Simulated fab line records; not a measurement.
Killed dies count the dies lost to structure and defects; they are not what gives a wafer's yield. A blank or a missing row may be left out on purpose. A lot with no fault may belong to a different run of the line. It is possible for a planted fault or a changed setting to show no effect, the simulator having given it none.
Code-filled problem report in 8D (eight disciplines) form -- flow gf180mcu -- the parts of the form that need people (team, actions taken, sign-off) are left out

## 1. THE ISSUE
cd-nm at GF_PSD_CD_MEAS_07 reads a mean of 384.6 nm on 12 wafers of 4 lots; wafers without a fault read 400.5 nm with a standard deviation of 2.4. That is -6.6 standard deviations from the usual mean.
The step: target cd 400 nm.
Seen first at day 16 19:43 on cd-sem-01, wafer L976.1. Wafers with a number at this step in the record: 39, from 13 lots. Rule for "out" (also "out of limits"): further than 4 standard deviations from the usual mean. The rest of the wafers with a number are treated as sound.

## 2. WHAT THIS IS AND IS NOT
question,is,is not
which readings at this step,cd-nm,-
which lots,"L976, L977, L978, L980","L969, L970, L975, L981, L983, L985, L986, L987, L991"
which wafers of those lots,all that have a number,-
read on which gauges,"cd-sem-01, cd-sem-02",-
when,from day 16 19:43,"up to then (9 sound wafers); but 18 sound wafers of L981, L983, L985, L986, L987, L991 came after"

## 3. WHAT RULES OUT EACH SUSPECT
Counting: any tool at a process step up to the reading is kept as a suspect provided that every lot that is out went through it and no sound lot did after the first of them.
- the gauge at GF_PSD_CD_MEAS_07 has been ruled out. The wafers that are out were read on 2 gauges (cd-sem-01, cd-sem-02).
- iline-stepper-02 at GF_PSD_EXPOSE_04 (exposes mask Pplus, target cd 400 nm): kept. It processed each lot that is out, first L976 at day 16 08:49, and no sound lot thereafter; up to then, the last sound lot it processed was L975 at day 16 07:02. Its own readings are out on those wafers: exposure-dose-mJ-cm2.
The count leaves iline-stepper-02 at GF_PSD_EXPOSE_04.

## 4. THE CAUSE (what the simulator had put in)
Drift in process parameters on iline-stepper-02 at GF_PSD_EXPOSE_04, starting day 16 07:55. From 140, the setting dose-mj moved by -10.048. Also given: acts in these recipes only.
Only this tool survived the counting.

## 5. THE EFFECT CHAIN, in route order
Each row: a reading whose mean over the struck wafers that have a number lies more than 3 standard deviations from the usual. Only readings whose record carries a usual standard deviation are examined. hours: median over the lots of the time between each lot's start at the first step of this table that gives one and its start at this step. sigmas: the change, counted in usual standard deviations.
hours,step,reading,usual,on struck wafers,change,sigmas
0,GF_PSD_EXPOSE_04,exposure-dose-mJ-cm2,140.02,132.21,-7.81,-52
12,GF_PSD_CD_MEAS_07,cd-nm,400.5 nm,384.6,-15.9,-6.6
It contains these process steps:
- GF_PSD_EXPOSE_04: exposes mask Pplus, target cd 400 nm.
At these later measuring or inspecting steps, every struck wafer for which the step has a row has a number for every such reading, and none has moved that far: GF_SAB_CD_MEAS_09.

## 6. HOW IT WOULD HAVE BEEN CAUGHT EARLIER
In this record the first reading out of limits at a measuring or inspecting step was taken at day 16 19:43, 12 hours after the fault began at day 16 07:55.
At GF_PSD_EXPOSE_04, the tool's own readings (exposure-dose-mJ-cm2) were out on each struck wafer the step has a row for, so an alarm limit on them would have fired on the first such wafer.
Of the lots that are out (4), L977, L978, L980 began GF_PSD_EXPOSE_04 on iline-stepper-02 after day 16 19:43. A hold on the tool at that time would have spared those 3.
